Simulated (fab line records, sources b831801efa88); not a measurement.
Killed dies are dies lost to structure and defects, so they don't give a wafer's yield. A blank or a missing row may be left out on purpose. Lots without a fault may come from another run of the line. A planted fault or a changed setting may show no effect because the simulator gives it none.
fab line records | flow gf180mcu
record lots=13 wafers=39 last_day=34
route steps=602 shown STI@4 CONTACT@303 V1@349
lots that met no fault: from a run of the same line without faults
start_h: hours from the record's first day to the start of the lot's first wafer shown | wait_h: hours since the lot's step before | " the same as in the row above | L1.1+2: a row that stands for several wafers | - no value, or no start given | * or withheld: withheld | < > ~ a bound
route shown NAME@n: a module of which the file shows steps, and the number in the route of the first | usual: mean/standard deviation of fault-free wafers | same: alike in all rows | chamber/n: place in a boat | sites: the reading at each site | _std_site: their standard deviation | _edge_site: outer sites' mean less inner sites' | radius_mm: how far each site lies from the wafer's centre | mask NAME#n: copy n | behind: the tool/chamber that last shaped the wafer | hold: why the lot was held/for how many hours/how that ended | device: the transistor (n, p or np) that didn't switch | end of line: the same wafers' tests at the end of the route | a step without rows: its recipe alone | killed: dies lost to structure and defects at the first sort, not the wafer's yield | map: a wafer's dies, x killed, . not, _ none there
set.NAME: the setting as run; set.NAME@STEP: as run at that earlier step | model.NAME: the simulator's own value behind a step, which no gauge read
steps of the route over a sample of lots; a table a step, a row a wafer
services: from which hour (start_h, from the record's first day; less than 0 if before it) a tool's chamber was out of use, for how many hours, and why
## steps
# step GF_STI_CVD_03
# recipe material=Si3N4 precursor=DCS/NH3 target_thk_nm=207.16 temp_c=770 time_s=3551 pressure_mtorr=250
# usual spike_tc_centre_C=769.3/1.1 zone_power_centre_pct=13.1/1 zone_power_lower_pct=13.7/0.87
# columns lot.wafer tool chamber start_h wait_h spike_tc_centre_C zone_power_centre_pct zone_power_lower_pct
L982.2 lpcvd-02 0 17.95 0.0 769.2 13.6 12.5
L982.4 " 0 " " 770.5 13.3 12.6
L982.5 " 0 " " 771.0 13.5 12.6
L983.1 lpcvd-02 0 21.57 0.1 769.3 13.5 12.8
L983.4 " 0 " " 770.0 13.4 12.9
L983.5 " 0 " " 768.8 13.5 12.6
L984.1 lpcvd-01 0 27.05 0.1 769.0 11.8 14.7
L984.3 " 0 " " 770.8 11.6 14.5
L984.4 " 0 " " 768.3 11.6 14.6
L985.3 lpcvd-02 0 32.30 0.0 768.9 13.4 12.8
L985.4 " 0 " " 769.1 13.7 12.7
L985.5 " 0 " " 767.9 13.3 12.7
L987.1 lpcvd-01 0 41.57 0.1 769.1 11.8 14.8
L987.4 " 0 " " 767.6 11.8 14.9
L987.5 " 0 " " 767.8 11.7 15.0
L988.1 lpcvd-01 1 47.45 0.1 769.1 14.2 13.6
L988.5 " 1 " " 769.3 14.4 13.4
L988.6 " 1 " " 771.2 14.1 13.6
L989.1 lpcvd-02 0 52.40 0.1 770.0 13.5 12.8
L989.2 " 0 " " 768.4 13.6 12.8
L989.3 " 0 " " 768.1 13.4 13.0
L990.1 lpcvd-02 1 57.62 0.1 770.6 14.1 13.0
L990.4 " 1 " " 769.7 14.3 13.1
L990.5 " 1 " " 768.4 14.3 13.0
L996.1 lpcvd-01 1 86.57 0.1 768.6 14.1 13.5
L996.2 " 1 " " 769.9 14.2 13.4
L996.4 " 1 " " 769.8 14.2 13.7
L998.2 lpcvd-02 1 96.94 0.0 781.9 17.1 11.7
L998.3 " 1 " " 781.6 17.3 11.5
L998.5 " 1 " " 781.1 17.4 11.6
L101.1 lpcvd-01 0 111.57 0.1 767.9 12.0 14.6
L101.3 " 0 " " 768.9 11.8 14.9
L101.5 " 0 " " 769.1 11.9 14.6
L103.2 lpcvd-01 0 121.57 0.0 768.9 11.9 14.3
L103.3 " 0 " " 768.0 11.7 14.8
L103.6 " 0 " " 770.2 11.9 14.7
L104.3 lpcvd-01 0 126.67 0.0 769.6 11.7 14.7
L104.4 " 0 " " 770.7 11.7 14.7
L104.5 " 0 " " 769.5 12.0 14.7
# step GF_STI_THK_MEAS_04
# recipe reads=Si3N4_of_STI_CVD_03
# usual STI_CVD_03_THK=207.0/2.1
# columns lot.wafer tool chamber start_h wait_h STI_CVD_03_THK[nm]
L982.2 film_metro-01 - 19.95 0.0 205.1
L982.4 " - " " 204.3
L982.5 " - " " 205.9
L983.1 film_metro-02 - 23.56 0.0 205.9
L983.4 " - " " 208.0
L983.5 " - " " 205.7
L984.1 film_metro-02 - 30.03 0.0 205.7
L984.3 " - " " 208.2
L984.4 " - " " 204.2
L985.3 film_metro-02 - 34.31 0.0 209.0
L985.4 " - " " 208.5
L985.5 " - " " 207.7
L987.1 film_metro-02 - 43.56 0.0 210.0
L987.4 " - " " 210.6
L987.5 " - " " 209.7
L988.1 film_metro-01 - 49.43 0.0 205.9
L988.5 " - " " 207.1
L988.6 " - " " 205.7
L989.1 film_metro-02 - 54.39 0.0 207.6
L989.2 " - " " 206.3
L989.3 " - " " 205.0
L990.1 film_metro-02 - 59.61 0.0 205.8
L990.4 " - " " 205.7
L990.5 " - " " 205.8
L996.1 film_metro-01 - 88.56 0.0 204.0
L996.2 " - " " 202.8
L996.4 " - " " 201.7
L998.2 film_metro-03 - 99.93 0.0 214.6
L998.3 " - " " 214.8
L998.5 " - " " 219.3
L101.1 film_metro-02 - 113.56 0.0 210.3
L101.3 " - " " 207.3
L101.5 " - " " 209.3
L103.2 film_metro-02 - 123.57 0.0 206.8
L103.3 " - " " 207.0
L103.6 " - " " 206.2
L104.3 film_metro-01 - 128.68 0.0 206.4
L104.4 " - " " 206.2
L104.5 " - " " 206.3
# step GF_CONTACT_ETCH_16
# recipe chemistry=N2/H2 target_depth_a=withheld overetch_a=withheld time_s=withheld target=BARC ion_energy_ev=200 source_w=500 bias_w=100 pressure_mtorr=30 n2_flow_sccm=100 h2_flow_sccm=200
# usual chamber_pressure_mTorr=29.998/0.026 drypump_motor_current_A=5.5/0.44 oes_product_au=0.855/0.0046 throttle_valve_pct=13.225/0.0092
# columns lot.wafer tool chamber start_h wait_h chamber_pressure_mTorr drypump_motor_current_A oes_product_au throttle_valve_pct
L982.2 rie_diel-03 0 372.00 0.0 30.009 5.3 0.851 13.217
L982.4 " 3 " " 30.005 4.9 0.848 13.236
L982.5 " 3 " " 30.025 4.9 0.852 13.240
L983.1 rie_diel-03 0 380.20 0.0 29.996 5.3 0.848 13.220
L983.4 " 3 " " 30.006 4.9 0.856 13.229
L983.5 " 2 " " 29.961 5.8 0.851 13.220
L984.1 rie_diel-01 2 389.81 0.0 29.988 5.7 0.857 13.221
L984.3 " 1 " " 29.979 6.3 0.853 13.231
L984.4 " 3 " " 29.943 5.7 0.847 13.218
L985.3 rie_diel-04 3 400.66 0.0 30.020 5.8 0.849 13.211
L985.4 " 2 " " 30.022 4.9 0.849 13.221
L985.5 " 2 " " 29.949 4.9 0.861 13.215
L987.1 rie_diel-04 1 413.46 0.0 30.014 5.7 0.861 13.207
L987.4 " 3 " " 30.011 5.8 0.865 13.231
L987.5 " 3 " " 29.999 5.8 0.858 13.217
L988.1 rie_diel-03 1 427.25 0.0 29.974 5.3 0.859 13.237
L988.5 " 1 " " 29.989 5.3 0.859 13.242
L988.6 " 2 " " 30.038 5.8 0.850 13.225
L989.1 rie_diel-01 0 436.45 0.0 30.038 5.7 0.855 13.231
L989.2 " 3 " " 29.984 5.8 0.857 13.221
L989.3 " 2 " " 30.011 5.8 0.861 13.232
L990.1 rie_diel-04 2 442.06 0.0 29.940 4.9 0.856 13.221
L990.4 " 1 " " 30.004 5.8 0.860 13.225
L990.5 " 1 " " 29.999 5.7 0.856 13.215
L996.1 rie_diel-01 2 494.31 0.0 29.989 5.8 0.851 13.230
L996.2 " 1 " " 30.042 6.3 0.857 13.229
L996.4 " 0 " " 29.947 5.6 0.855 13.223
L998.2 rie_diel-01 1 516.60 0.0 29.992 6.3 0.859 13.229
L998.3 " 3 " " 30.046 5.8 0.858 13.222
L998.5 " 3 " " 29.992 5.8 0.852 13.232
L101.1 rie_diel-04 1 535.16 0.0 29.996 5.7 0.861 13.239
L101.3 " 0 " " 29.975 4.8 0.860 13.234
L101.5 " 2 " " 30.013 4.9 0.856 13.218
L103.2 rie_diel-03 3 550.16 0.0 30.028 4.9 0.855 13.245
L103.3 " 1 " " 29.968 5.3 0.858 13.230
L103.6 " 0 " " 30.048 5.3 0.851 13.229
L104.3 rie_diel-03 0 556.71 0.0 30.024 5.3 0.857 13.221
L104.4 " 1 " " 30.001 5.3 0.852 13.217
L104.5 " 1 " " 30.007 5.3 0.856 13.217
# step GF_V1_CD_MEAS_14
# recipe target_cd_nm=260
# usual cd_nm=260.1/1.3
# columns lot.wafer tool chamber start_h wait_h cd_nm
L982.2 cd_sem-01 - 421.28 0.1 258.1
L982.4 " - " " 257.4
L982.5 " - " " 258.1
L983.1 cd_sem-02 - 430.36 0.1 260.1
L983.4 " - " " 259.9
L983.5 " - " " 260.8
L984.1 cd_sem-01 - 440.30 0.1 260.1
L984.3 " - " " 259.2
L984.4 " - " " 260.9
L985.3 cd_sem-02 - 451.80 0.1 261.3
L985.4 " - " " 261.5
L985.5 " - " " 261.3
L987.1 cd_sem-01 - 463.95 0.1 259.0
L987.4 " - " " 258.4
L987.5 " - " " 257.3
L988.1 cd_sem-02 - 479.40 0.1 258.5
L988.5 " - " " 258.2
L988.6 " - " " 259.6
L989.1 cd_sem-02 - 487.91 0.1 260.1
L989.2 " - " " 260.3
L989.3 " - " " 259.7
L990.1 cd_sem-02 - 493.50 0.1 258.2
L990.4 " - " " 257.5
L990.5 " - " " 258.3
L996.1 cd_sem-02 - 542.46 0.1 260.5
L996.2 " - " " 260.6
L996.4 " - " " 259.6
L998.2 cd_sem-02 - 564.02 0.1 261.4
L998.3 " - " " 262.4
L998.5 " - " " 261.3
L101.1 cd_sem-01 - 582.50 0.1 260.6
L101.3 " - " " 260.3
L101.5 " - " " 260.0
L103.2 cd_sem-02 - 599.52 0.1 260.7
L103.3 " - " " 262.1
L103.6 " - " " 261.4
L104.3 cd_sem-01 - 602.49 0.1 258.9
L104.4 " - " " 259.2
L104.5 " - " " 258.3
# step GF_V1_OVL_MEAS_15
# usual V1_OVL=0/5.6
# columns lot.wafer tool chamber start_h wait_h V1_OVL[nm]
L982.2 overlay-02 - 421.38 0.1 7
L982.4 " - " " 5
L982.5 " - " " 10
L983.1 overlay-02 - 430.48 0.1 -2
L983.4 " - " " 0
L983.5 " - " " 1
L984.1 overlay-02 - 440.42 0.1 -5
L984.3 " - " " -2
L984.4 " - " " 2
L985.3 overlay-01 - 451.89 0.1 -10
L985.4 " - " " 0
L985.5 " - " " -3
L987.1 overlay-02 - 464.07 0.1 -2
L987.4 " - " " 4
L987.5 " - " " -3
L988.1 overlay-02 - 479.52 0.1 -3
L988.5 " - " " 1
L988.6 " - " " 3
L989.1 overlay-01 - 488.03 0.1 -13
L989.2 " - " " -8
L989.3 " - " " -12
L990.1 overlay-01 - 493.62 0.1 -4
L990.4 " - " " -7
L990.5 " - " " -1
L996.1 overlay-02 - 542.58 0.1 -6
L996.2 " - " " 2
L996.4 " - " " 2
L998.2 overlay-02 - 564.13 0.1 5
L998.3 " - " " -2
L998.5 " - " " 1
L101.1 overlay-02 - 582.62 0.1 -7
L101.3 " - " " 1
L101.5 " - " " 0
L103.2 overlay-01 - 599.63 0.1 -4
L103.3 " - " " -2
L103.6 " - " " -2
L104.3 overlay-01 - 602.58 0.1 7
L104.4 " - " " 5
L104.5 " - " " 7
## services
# columns tool chamber start_h hours kind
rie_diel-03 - -5.76 2.8 pm
rie_diel-01 3 2.33 5.9 repair
rie_diel-04 2 30.90 15.4 repair
rie_diel-04 1 34.32 43.8 repair
rie_diel-04 - 43.07 0.3 repair
rie_diel-04 0 44.57 1.2 repair
rie_diel-03 - 79.91 4.3 pm
lpcvd-01 - 83.79 0.4 repair
rie_diel-03 1 87.54 16.7 repair
rie_diel-03 0 87.64 8.1 repair
rie_diel-01 - 87.91 28.1 pm
rie_diel-04 2 90.05 10.8 repair
rie_diel-01 1 126.03 13.8 repair
rie_diel-03 2 154.41 11.9 repair
lpcvd-01 - 157.48 6.0 pm
lpcvd-01 - 164.44 1.5 repair
rie_diel-03 - 190.73 0.4 repair
rie_diel-03 3 201.72 4.8 repair
rie_diel-04 3 203.00 15.8 repair
rie_diel-03 3 230.61 2.6 repair
rie_diel-04 0 270.89 16.8 repair
rie_diel-03 - 438.99 0.2 repair
rie_diel-03 3 489.13 6.1 repair
rie_diel-03 0 537.67 1.4 repair
## key
first_sign step=GF_STI_CVD_03 reading=spike_tc_centre_C direction=up sigmas=11 usual=769.3 struck=781.5
effect step=GF_STI_CVD_03 reading=zone_power_centre_pct direction=up sigmas=4.2 usual=13.1 struck=17.3
effect step=GF_STI_THK_MEAS_04 reading=STI_CVD_03_THK direction=up sigmas=4.4 usual=207.0 struck=216.2
met_at GF_STI_CVD_03
struck_lots L998
struck_wafers L998.2,L998.3,L998.5
tester_left_out L998
not_acting_at GF_CONTACT_ETCH_16,GF_V1_CD_MEAS_14,GF_V1_OVL_MEAS_15
onset_between 57.62 96.94
fault kind=process_parameter_drift tool=lpcvd-02 chamber=1 onset_h=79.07 steps=GF_STI_CVD_03 channel=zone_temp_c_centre offset=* shape=step end_h=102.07
# tester_left_out: of these lots the tester's yield and bins aren't shown, on N5 and GAA mostly nor the transistor test; their killed dies are dies lost to structure and defects alone, not to doping, threshold or leakage, so they don't give the yield
